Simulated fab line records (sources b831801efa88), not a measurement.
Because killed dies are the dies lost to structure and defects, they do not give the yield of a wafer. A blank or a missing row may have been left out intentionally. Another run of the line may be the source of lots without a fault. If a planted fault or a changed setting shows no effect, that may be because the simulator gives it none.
Matching of chambers + flow gf180mcu + cmp-01 running GF_STI_CMP_25: 4 sister chambers
The step polishes, stops on Si3N4, t overpolish 33 s, target thk 524.6 nm. 7 wafers are shown with their chamber, then 9 later ones without.

WAFERS, EACH WITH ITS CHAMBER
| wafer  | chamber | motor-current-A (A) | slurry-filter-dp-kPa (kPa) |
|--------|---------|---------------------|----------------------------|
| L470.2 | 0       | 10.9                | 13.69                      |
| L474.4 | 1       | 12.5                | 13.38                      |
| L485.3 | 2       | 13.6                | 13.50                      |
| L485.6 | 3       | 13.0                | 13.39                      |
| L486.1 | 2       | 12.6                | 13.51                      |
| L486.2 | 1       | 12.2                | 13.64                      |
| L486.4 | 3       | 12.6                | 13.49                      |

WAFERS MISSING THEIR CHAMBER
| wafer  | motor-current-A (A) | slurry-filter-dp-kPa (kPa) |
|--------|---------------------|----------------------------|
| L488.2 | 11.1                | 13.66                      |
| L488.3 | 11.9                | 13.35                      |
| L488.4 | 13.0                | 13.38                      |
| L490.1 | 11.6                | 13.71                      |
| L490.2 | 10.7                | 13.55                      |
| L490.3 | 12.2                | 13.42                      |
| L491.1 | 12.7                | 13.54                      |
| L491.2 | 11.6                | 13.59                      |
| L491.3 | 12.0                | 13.66                      |

THE CHAMBER EACH PASSED THROUGH
| wafer  | from the rows above               | in truth |
|--------|-----------------------------------|----------|
| L488.2 | 0                                 | 0        |
| L488.3 | can't be placed: 1 or 3 or 2 or 0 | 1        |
| L488.4 | can't be placed: 3 or 2 or 1      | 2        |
| L490.1 | can't be placed: 0 or 1 or 3      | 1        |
| L490.2 | 0                                 | 0        |
| L490.3 | can't be placed: 1 or 3 or 2      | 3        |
| L491.1 | can't be placed: 1 or 3 or 2      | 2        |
| L491.2 | can't be placed: 0 or 1 or 3 or 2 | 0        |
| L491.3 | can't be placed: 1 or 0 or 3 or 2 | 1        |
Placed correctly: 2 of 9. These rows do not allow placing 7 (true chamber among the candidates in 7). Placed wrongly: 0.
How it was worked out, from the rows above alone: a wafer's distance from a chamber is the root of the sum, over the readings, of the square of ((its reading less the chamber's mean) divided by the reading's scatter). The wafer belongs to the nearest chamber; if the next one is less than 2 further off, it can't be placed. The mean given for a chamber averages the wafers shown for that chamber. The scatter: the root of (the sum of the squares of (reading less its chamber's mean) over the shown wafers, divided by (wafers less chambers)).
